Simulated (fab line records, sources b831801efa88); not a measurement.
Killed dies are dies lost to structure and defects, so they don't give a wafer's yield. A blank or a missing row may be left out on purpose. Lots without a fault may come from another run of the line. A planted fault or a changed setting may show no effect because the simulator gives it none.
Which tool did it? | flow sky130 | 13 lots, 39 wafers sampled, at 5 steps of a route of 708

WHAT THE GAUGES READ, wafer by wafer
SKY_POLY_GATE_THK_MEAS_21. Usual: POLY_GATE_OXIDATION_THK 3.98 nm, standard deviation 0.074.
lot  | measured     | on            | POLY_GATE_OXIDATION_THK (nm) | flag
L717 | day 17 08:57 | film_metro-02 | 3.92 3.96 3.96               |
L719 | day 17 22:10 | film_metro-01 | 4.02 3.97 3.97               |
L720 | day 18 05:48 | film_metro-02 | 4.03 3.99 3.98               |
L721 | day 18 19:40 | film_metro-02 | 3.91 3.99 3.96               |
L722 | day 19 01:04 | film_metro-02 | 3.99 3.95 4.08               |
L723 | day 19 08:25 | film_metro-02 | 3.93 3.94 3.82               |
L724 | day 19 17:41 | film_metro-01 | 4.00 3.95 3.95               |
L725 | day 20 18:29 | film_metro-01 | 4.05 4.00 3.93               |
L728 | day 21 07:53 | film_metro-01 | 3.94 3.93 3.98               |
L730 | day 22 05:10 | film_metro-01 | 4.02 4.03 4.04               |
L735 | day 23 22:09 | film_metro-01 | 3.95 3.94 3.96               |
L736 | day 24 07:18 | film_metro-01 | 4.17 4.12 4.11               |
L738 | day 24 19:15 | film_metro-02 | 3.93 3.83 3.89               |

SKY_LDD_N_OVL_MEAS_07. Usual: LDD_N_OVL -0.5 nm, standard deviation 1.3.
lot  | measured     | on         | LDD_N_OVL (nm) | flag
L717 | day 18 14:41 | overlay-01 | 0.9 0.4 0.3    |
L719 | day 19 05:11 | overlay-01 | -0.7 0.2 0.3   |
L720 | day 19 12:22 | overlay-01 | -1.6 -2.6 -0.9 |
L721 | day 20 02:46 | overlay-01 | -0.9 0.0 0.1   |
L722 | day 20 08:16 | overlay-01 | -2.3 -1.2 -3.6 |
L723 | day 20 15:13 | overlay-02 | 2.2 1.6 1.0    |
L724 | day 21 00:58 | overlay-02 | 0.3 -0.3 1.4   |
L725 | day 22 00:41 | overlay-02 | -0.9 -4.2 -2.3 |
L728 | day 22 14:04 | overlay-01 | 0.0 -0.7 -0.6  |
L730 | day 23 10:35 | overlay-02 | -1.7 0.0 -0.7  |
L735 | day 25 03:30 | overlay-01 | -1.4 -0.9 0.0  |
L736 | day 25 12:50 | overlay-02 | -1.2 -1.6 -1.0 |
L738 | day 26 00:14 | overlay-01 | -0.5 0.2 1.0   |

SKY_LDD_P_CD_MEAS_07: target cd 380 nm. Usual: cd_nm 380.0 nm, standard deviation 2.7.
lot  | measured     | on        | cd_nm (nm)        | flag
L717 | day 19 22:08 | cd_sem-01 | 377.9 380.6 378.3 |
L719 | day 20 12:54 | cd_sem-01 | 382.7 381.1 381.8 |
L720 | day 20 20:47 | cd_sem-02 | 377.8 379.5 380.2 |
L721 | day 21 11:07 | cd_sem-02 | 383.3 380.6 380.9 |
L722 | day 21 16:04 | cd_sem-01 | 376.9 377.1 378.5 |
L723 | day 21 22:47 | cd_sem-01 | 384.0 380.6 379.5 |
L724 | day 22 09:08 | cd_sem-02 | 376.6 378.0 378.8 |
L725 | day 23 07:20 | cd_sem-02 | 379.9 378.2 380.2 |
L728 | day 23 21:11 | cd_sem-02 | 373.3 372.4 371.8 |
L730 | day 24 18:00 | cd_sem-01 | 371.7 372.0 373.2 |
L735 | day 26 10:14 | cd_sem-01 | 380.0 380.2 381.1 |
L736 | day 26 19:07 | cd_sem-02 | 381.8 384.3 381.3 |
L738 | day 27 06:24 | cd_sem-02 | 380.9 382.1 380.6 |

WHICH TOOL RAN EACH LOT (tool, then ch and the chambers of the sampled wafers, then the start)
lot  | SKY_POLY_GATE_STRIP_18               | SKY_LDD_P_DEVELOP_06
L717 | plasma_asher-03 ch 0,1, day 17 07:28 | litho_track-01 ch 0, day 19 21:59
L719 | plasma_asher-03 ch 0,1, day 17 20:19 | litho_track-01 ch 0, day 20 12:46
L720 | plasma_asher-04 ch 0,1, day 18 04:11 | litho_track-04 ch 0, day 20 20:38
L721 | plasma_asher-04 ch 1, day 18 18:11   | litho_track-02 ch 0, day 21 10:58
L722 | plasma_asher-02 ch 0,1, day 18 22:19 | litho_track-01 ch 0, day 21 15:55
L723 | plasma_asher-04 ch 0,1, day 19 06:07 | litho_track-04 ch 0, day 21 22:38
L724 | plasma_asher-03 ch 0,1, day 19 16:16 | litho_track-01 ch 0, day 22 08:59
L725 | plasma_asher-04 ch 0,1, day 20 15:58 | litho_track-01 ch 0, day 23 07:11
L728 | plasma_asher-02 ch 0,1, day 21 05:47 | litho_track-01 ch 0, day 23 21:02
L730 | plasma_asher-04 ch 0,1, day 22 03:46 | litho_track-01 ch 0, day 24 17:52
L735 | plasma_asher-04 ch 0,1, day 23 20:46 | litho_track-02 ch 0, day 26 10:06
L736 | plasma_asher-02 ch 0,1, day 24 04:58 | litho_track-02 ch 0, day 26 18:58
L738 | plasma_asher-04 ch 0,1, day 24 17:50 | litho_track-04 ch 0, day 27 06:16
- SKY_POLY_GATE_STRIP_18: strips in O2/N2.
- SKY_LDD_P_DEVELOP_06: develop time 60 s.

WHAT THE TOOLS THEMSELVES READ (means of the sampled wafers that have a number; where no wafer has one, the mark that the record gives instead)
SKY_POLY_GATE_STRIP_18. Usual: drypump_motor_current_A 5.5 A, standard deviation 0.56; oes_product_au 0.361 a.u., standard deviation 0.0043; strip_time_to_endpoint_s 3.168 s, standard deviation 0.03.
lot  | tool            | drypump_motor_current_A (A) | oes_product_au (a.u.) | strip_time_to_endpoint_s (s) | flag
L717 | plasma_asher-03 | 5.5                         | 0.359                 | 3.150                        |
L719 | plasma_asher-03 | 5.3                         | 0.360                 | 3.183                        |
L720 | plasma_asher-04 | 5.1                         | 0.362                 | 3.191                        |
L721 | plasma_asher-04 | 5.1                         | 0.361                 | 3.169                        |
L722 | plasma_asher-02 | 6.3                         | 0.359                 | 3.192                        |
L723 | plasma_asher-04 | 5.1                         | 0.361                 | 3.182                        |
L724 | plasma_asher-03 | 5.3                         | 0.362                 | 3.132                        |
L725 | plasma_asher-04 | 5.1                         | 0.360                 | 3.185                        |
L728 | plasma_asher-02 | 6.3                         | 0.360                 | 3.146                        |
L730 | plasma_asher-04 | 5.1                         | 0.360                 | 3.162                        |
L735 | plasma_asher-04 | 5.1                         | 0.359                 | 3.110                        |
L736 | plasma_asher-02 | 6.3                         | 0.361                 | 3.181                        |
L738 | plasma_asher-04 | 5.1                         | 0.361                 | 3.234                        |

SKY_LDD_P_DEVELOP_06. Usual: developer_temp_C 23.02 C, standard deviation 0.098.
lot  | tool           | developer_temp_C (C) | flag
L717 | litho_track-01 | 23.10                |
L719 | litho_track-01 | 23.04                |
L720 | litho_track-04 | 23.00                |
L721 | litho_track-02 | 22.91                |
L722 | litho_track-01 | 23.00                |
L723 | litho_track-04 | 23.13                |
L724 | litho_track-01 | 23.13                |
L725 | litho_track-01 | 22.94                |
L728 | litho_track-01 | 25.12                | OFF
L730 | litho_track-01 | 25.32                | OFF
L735 | litho_track-02 | 22.93                |
L736 | litho_track-02 | 22.99                |
L738 | litho_track-04 | 23.01                |

THE ANSWER, worked out from the rows above alone
Rule: a lot is off if the mean of its wafers that have a number lies more than 3 standard deviations from the usual mean. A lot without any number at a reading at which 4 lots or more have one is off too. The other lots that the step has rows for count as sound. The gauges are gone through in route order, then the tools' own readings, and for those a lot's mean is taken as printed above. The first step at which some lot is off is used, and at that step the reading that is off furthest; a lot without a number counts as furthest.
Off: L728, L730, at SKY_LDD_P_DEVELOP_06 (developer_temp_C).
A tool fits if, at that step or a process step before it, it ran every lot that is off, and no sound lot after the first of them. One fits: litho_track-01 at SKY_LDD_P_DEVELOP_06. Its last sound lot is L725 (day 23 07:11), its first lot that is off L728 (day 23 21:02): a fault that began between those two fits.
The tool's own readings at SKY_LDD_P_DEVELOP_06 bear it out: on the lots that are off they differ by more than 5 times the standard deviation of the sound lots' means. developer_temp_C reads 25.22 C there against 23.02 C on the sound lots.

WHAT THE SIMULATOR HAD PUT IN
Process parameter drift: litho_track-01, from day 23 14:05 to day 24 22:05, at SKY_LDD_P_DEVELOP_06. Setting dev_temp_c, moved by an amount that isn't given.
Lots struck among those shown: L728, L730. The rule above found the same.
